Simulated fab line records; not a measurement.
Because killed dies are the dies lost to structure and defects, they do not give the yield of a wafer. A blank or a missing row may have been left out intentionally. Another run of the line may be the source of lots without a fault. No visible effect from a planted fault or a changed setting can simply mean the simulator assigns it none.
fab line records	flow sky130
[record] lots = 12	wafers = 36	last-day = 50
route steps=708 shown FIELD_ISO@5 NWELL@82 SONOS_ONO@168 LI_CONTACT@381
lots that met no fault: taken from a fault-free run of the same line
start-h: hours from the record's opening day to when the first of the lot's shown wafers began	wait-h: time in hours since the lot's previous step	" repeats the value in the row above	L1.1+2: a single row standing in for several wafers	- no value, or no start given	* or withheld: withheld	< > ~ a bound
route shown NAME@n: names a module that has steps shown in the file, with the first one's number in the route	usual: mean/standard deviation taken from wafers without a fault	same: alike in all rows	chamber/n: place in a boat	sites: readings site by site	_std_site: their standard deviation	_edge_site: the outer-site mean with the inner-site mean subtracted	radius-mm: for every site, how far away it sits from the centre of the wafer	mask NAME#n: copy n	behind: tool/chamber where the wafer was last shaped	hold: the reason the lot was held/the length of the hold in hours/how it ended	device: which transistor (n, p or np) failed to switch	end of line: the same wafers' tests at the end of the route	step lacking rows: just its recipe	killed: count of dies lost to structure and defects at first sort (not the wafer's yield)	map: dies across one wafer; x = killed, . = not, _ = none there
set.NAME: the setting the step ran with; set.NAME@STEP: the setting that earlier step ran with	model.NAME: the simulator's own value behind a step, which no gauge read
the route's steps for a sample of lots (tables are steps, rows are wafers)
services: a tool's chamber out of use, with start hour (start-h, from the record's first day; less than 0 if before it), hours out, and reason
[[steps]]
[step SKY_FIELD_ISO_THK_MEAS_04]
[recipe] reads = Si3N4_of_FIELD_ISO_CVD_03
[usual] FIELD_ISO_CVD_03_THK = 164.8/1.7
lot.wafer	tool	chamber	start-h	wait-h	FIELD_ISO_CVD_03_THK[nm]
L778.1	film-metro-01	-	28.73	0.0	164.0
L778.3	"	-	"	"	164.9
L778.4	"	-	"	"	164.6
L779.1	film-metro-04	-	35.14	0.0	164.0
L779.3	"	-	"	"	164.7
L779.6	"	-	"	"	164.8
L781.1	film-metro-01	-	44.64	0.0	163.6
L781.3	"	-	"	"	162.6
L781.5	"	-	"	"	163.0
L782.1	film-metro-04	-	49.22	0.0	163.7
L782.5	"	-	"	"	161.7
L782.6	"	-	"	"	163.0
L784.1	film-metro-04	-	59.16	0.0	168.3
L784.4	"	-	"	"	167.9
L784.5	"	-	"	"	167.2
L785.2	film-metro-04	-	63.55	0.0	165.3
L785.3	"	-	"	"	166.5
L785.5	"	-	"	"	166.8
L786.1	film-metro-04	-	69.08	0.0	164.9
L786.2	"	-	"	"	165.7
L786.3	"	-	"	"	164.9
L789.1	film-metro-04	-	85.73	0.0	164.2
L789.2	"	-	"	"	164.5
L789.4	"	-	"	"	164.7
L790.1	film-metro-01	-	92.07	0.0	164.9
L790.2	"	-	"	"	164.5
L790.3	"	-	"	"	164.7
L791.2	film-metro-02	-	97.48	0.0	166.4
L791.5	"	-	"	"	165.5
L791.6	"	-	"	"	165.9
L797.2	film-metro-01	-	123.86	0.0	166.7
L797.4	"	-	"	"	167.6
L797.6	"	-	"	"	168.3
L798.1	film-metro-01	-	130.49	0.0	165.0
L798.3	"	-	"	"	166.6
L798.4	"	-	"	"	164.9
[step SKY_NWELL_RS_MEAS_29]
[recipe] thk-meas-gauge = four-point-probe
[usual] NWELL_RS = 625.1/1.4
lot.wafer	tool	chamber	start-h	wait-h	NWELL_RS[ohm/sq]
L778.1	film-metro-02	-	120.19	0.1	624.9
L778.3	"	-	"	"	624.2
L778.4	"	-	"	"	624.8
L779.1	film-metro-03	-	129.74	0.1	623.9
L779.3	"	-	"	"	626.4
L779.6	"	-	"	"	625.1
L781.1	film-metro-03	-	138.74	0.1	623.9
L781.3	"	-	"	"	624.6
L781.5	"	-	"	"	624.5
L782.1	film-metro-04	-	146.43	0.1	624.8
L782.5	"	-	"	"	624.6
L782.6	"	-	"	"	625.0
L784.1	film-metro-03	-	160.03	0.1	627.8
L784.4	"	-	"	"	626.6
L784.5	"	-	"	"	626.9
L785.2	film-metro-04	-	169.92	0.1	626.9
L785.3	"	-	"	"	623.6
L785.5	"	-	"	"	625.3
L786.1	film-metro-03	-	176.75	0.1	623.1
L786.2	"	-	"	"	623.5
L786.3	"	-	"	"	624.5
L789.1	film-metro-03	-	190.54	0.1	626.3
L789.2	"	-	"	"	627.6
L789.4	"	-	"	"	626.4
L790.1	film-metro-04	-	197.34	0.1	626.5
L790.2	"	-	"	"	627.2
L790.3	"	-	"	"	626.9
L791.2	film-metro-04	-	204.81	0.1	624.5
L791.5	"	-	"	"	623.6
L791.6	"	-	"	"	625.8
L797.2	film-metro-04	-	236.05	0.2	624.3
L797.4	"	-	"	"	624.1
L797.6	"	-	"	"	627.3
L798.1	film-metro-02	-	250.83	0.1	624.7
L798.3	"	-	"	"	625.1
L798.4	"	-	"	"	624.9
[step SKY_SONOS_ONO_OXIDATION_00]
[recipe] temp-c = 800	ambient = O2	idle-temp-c = 700	ramp-up-c-per-min = 10	ramp-down-c-per-min = 3	stabilise-s = 600	purge-s = 300	target-thk-a = 26	ox-time-s = 1249
[usual] ox-time-s = 1249/0	ramp-down-c-per-min = 3.0000/0.00058
lot.wafer	tool	chamber	start-h	wait-h	ox-time-s	ramp-down-c-per-min
L778.1	furnace-01	0	274.53	0.7	1249	2.9998
L778.3	"	0	"	"	1249	2.9999
L778.4	"	0	"	"	1249	3.0003
L779.1	furnace-02	0	284.57	0.2	1249	3.0006
L779.3	"	0	"	"	1249	3.0011
L779.6	"	0	"	"	1249	3.0006
L781.1	furnace-02	0	300.61	0.0	1249	2.9993
L781.3	"	0	"	"	1249	2.9999
L781.5	"	0	"	"	1249	3.0005
L782.1	furnace-02	0	306.41	0.2	1249	3.0006
L782.5	"	0	"	"	1249	3.0005
L782.6	"	0	"	"	1249	3.0012
L784.1	furnace-01	0	324.33	1.7	1249	3.0004
L784.4	"	0	"	"	1249	2.9991
L784.5	"	0	"	"	1249	3.0002
L785.2	furnace-02	0	336.79	0.3	1249	3.0003
L785.3	"	0	"	"	1249	3.0013
L785.5	"	0	"	"	1249	3.0000
L786.1	furnace-01	0	346.79	0.0	1249	2.9991
L786.2	"	0	"	"	1249	2.9994
L786.3	"	0	"	"	1249	2.9997
L789.1	furnace-02	0	362.20	0.2	999.2	3.0003
L789.2	"	0	"	"	999.2	2.9984
L789.4	"	0	"	"	999.2	3.0002
L790.1	furnace-01	0	374.13	1.5	1249	3.0006
L790.2	"	0	"	"	1249	2.9999
L790.3	"	0	"	"	1249	3.0001
L791.2	furnace-02	0	384.26	1.9	999.2	2.9989
L791.5	"	0	"	"	999.2	2.9997
L791.6	"	0	"	"	999.2	2.9995
L797.2	furnace-01	0	424.72	1.7	1249	3.0004
L797.4	"	0	"	"	1249	3.0005
L797.6	"	0	"	"	1249	2.9998
L798.1	furnace-01	0	442.61	0.5	1249	3.0001
L798.3	"	0	"	"	1249	2.9990
L798.4	"	0	"	"	1249	2.9992
[step SKY_SONOS_ONO_THK_MEAS_01]
[recipe] reads = SiO2_of_SONOS_ONO_OXIDATION_00
[usual] SONOS_ONO_OXIDATION_THK = 2.59/0.053
lot.wafer	tool	chamber	start-h	wait-h	hold	SONOS_ONO_OXIDATION_THK[nm]
L778.1	film-metro-04	-	275.88	0.0	-	2.62
L778.3	"	-	"	"	-	2.59
L778.4	"	-	"	"	-	2.63
L779.1	film-metro-02	-	285.92	0.0	-	2.64
L779.3	"	-	"	"	-	2.55
L779.6	"	-	"	"	-	2.58
L781.1	film-metro-02	-	301.96	0.0	-	2.69
L781.3	"	-	"	"	-	2.65
L781.5	"	-	"	"	-	2.62
L782.1	film-metro-02	-	307.76	0.0	-	2.70
L782.5	"	-	"	"	-	2.67
L782.6	"	-	"	"	-	2.73
L784.1	film-metro-04	-	325.68	0.0	-	2.55
L784.4	"	-	"	"	-	2.65
L784.5	"	-	"	"	-	2.56
L785.2	film-metro-04	-	338.15	0.0	-	2.63
L785.3	"	-	"	"	-	2.65
L785.5	"	-	"	"	-	2.56
L786.1	film-metro-02	-	348.13	0.0	-	2.53
L786.2	"	-	"	"	-	2.51
L786.3	"	-	"	"	-	2.53
L789.1	film-metro-01	-	363.54	0.0	await-dispo/0.2h/release	2.20
L789.2	"	-	"	"	await-dispo/0.2h/release	2.26
L789.4	"	-	"	"	await-dispo/0.2h/release	2.31
L789.1	film-metro-01	-	363.77	0.2	-	2.23
L789.2	"	-	"	"	-	2.21
L789.4	"	-	"	"	-	2.26
L790.1	film-metro-02	-	375.48	0.0	-	2.65
L790.2	"	-	"	"	-	2.61
L790.3	"	-	"	"	-	2.61
L791.2	film-metro-04	-	385.62	0.0	await-dispo/0.2h/release	2.12
L791.5	"	-	"	"	await-dispo/0.2h/release	2.07
L791.6	"	-	"	"	await-dispo/0.2h/release	2.14
L791.2	film-metro-04	-	385.85	0.2	-	2.19
L791.5	"	-	"	"	-	2.13
L791.6	"	-	"	"	-	2.09
L797.2	film-metro-02	-	426.08	0.0	-	2.53
L797.4	"	-	"	"	-	2.61
L797.6	"	-	"	"	-	2.56
L798.1	film-metro-02	-	443.96	0.0	-	2.56
L798.3	"	-	"	"	-	2.59
L798.4	"	-	"	"	-	2.54
[step SKY_LI_CONTACT_SPUTTER_19]
[recipe] material = Ti	target-thk-nm = 20	chamber-pressure-pa = 5	power-w = 2500	substrate-temp-c = 200	time-s = 106.37
[usual] throttle-valve-pct = 29.9/0.99
lot.wafer	tool	chamber	start-h	wait-h	throttle-valve-pct
L778.1	pvd-sputter-01	-	699.04	0.0	29.3
L778.3	"	-	"	"	30.7
L778.4	"	-	"	"	28.3
L779.1	pvd-sputter-04	-	709.39	0.0	29.2
L779.3	"	-	"	"	30.4
L779.6	"	-	"	"	30.4
L781.1	pvd-sputter-02	-	730.37	0.0	30.4
L781.3	"	-	"	"	28.9
L781.5	"	-	"	"	30.5
L782.1	pvd-sputter-04	-	735.87	0.0	29.2
L782.5	"	-	"	"	29.9
L782.6	"	-	"	"	31.0
L784.1	pvd-sputter-01	-	758.61	0.0	29.4
L784.4	"	-	"	"	30.9
L784.5	"	-	"	"	28.8
L785.2	pvd-sputter-04	-	770.71	0.0	29.7
L785.3	"	-	"	"	29.5
L785.5	"	-	"	"	31.2
L786.1	pvd-sputter-01	-	780.92	0.0	29.3
L786.2	"	-	"	"	30.7
L786.3	"	-	"	"	28.7
L789.1	pvd-sputter-01	-	791.07	0.0	28.7
L789.2	"	-	"	"	28.4
L789.4	"	-	"	"	30.7
L790.1	pvd-sputter-04	-	799.93	0.0	29.4
L790.2	"	-	"	"	29.5
L790.3	"	-	"	"	30.7
L791.2	pvd-sputter-04	-	810.42	0.0	29.1
L791.5	"	-	"	"	31.2
L791.6	"	-	"	"	29.5
L797.2	pvd-sputter-01	-	845.86	0.0	28.4
L797.4	"	-	"	"	29.0
L797.6	"	-	"	"	29.2
L798.1	pvd-sputter-01	-	860.27	0.0	28.5
L798.3	"	-	"	"	29.1
L798.4	"	-	"	"	28.5
[[services]]
tool	chamber	start-h	hours	kind
pvd-sputter-04	-	282.14	1.0	repair
furnace-01	-	320.10	4.2	pm
furnace-02	-	324.72	3.0	pm
pvd-sputter-04	-	332.97	21.7	repair
pvd-sputter-04	-	368.19	1.2	repair
pvd-sputter-01	-	372.37	3.2	repair
furnace-01	-	401.03	3.2	pm
pvd-sputter-01	-	411.85	3.8	repair
pvd-sputter-04	-	416.12	11.2	repair
furnace-02	-	418.51	2.8	pm
pvd-sputter-01	-	431.89	1.1	repair
furnace-02	-	453.27	52.0	pm
furnace-01	-	505.88	3.7	pm
furnace-01	-	509.62	3.6	pm
pvd-sputter-04	-	513.05	0.6	repair
furnace-02	-	586.89	3.3	pm
furnace-02	-	604.58	3.8	pm
pvd-sputter-04	-	605.80	0.8	repair
furnace-01	-	656.02	3.2	pm
furnace-02	-	753.70	3.7	pm
furnace-01	-	787.71	3.2	pm
pvd-sputter-01	-	794.86	1.2	repair
furnace-02	-	800.16	2.5	pm
furnace-01	-	823.78	3.5	pm
[[key]]
[first-sign] step = SKY_SONOS_ONO_OXIDATION_00	reading = ox-time-s	direction = down	sigmas = 99+	usual = *	struck = *
[effect] step = SKY_SONOS_ONO_THK_MEAS_01	reading = visit	direction = added
[effect] step = SKY_SONOS_ONO_THK_MEAS_01	reading = SONOS_ONO_OXIDATION_THK	direction = down	sigmas = 7.7	usual = 2.59	struck = 2.18
met-at SKY_SONOS_ONO_OXIDATION_00
struck-lots L789,L791
tester-left-out L789,L791
not-acting-at SKY_FIELD_ISO_THK_MEAS_04,SKY_NWELL_RS_MEAS_29,SKY_LI_CONTACT_SPUTTER_19
onset-between 336.79 362.20
[fault] kind = process-parameter-drift	tool = furnace-02	chamber = -	onset-h = 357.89	steps = SKY_SONOS_ONO_OXIDATION_00	channel = ox-time-s	offset = *	shape = step	end-h = 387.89	acts-in = *	stated = *
// tester-left-out: of these lots the tester's yield and bins aren't shown, on N5 and GAA mostly nor the transistor test; their killed dies are dies lost to structure and defects alone, not to doping, threshold or leakage, so they don't give the yield
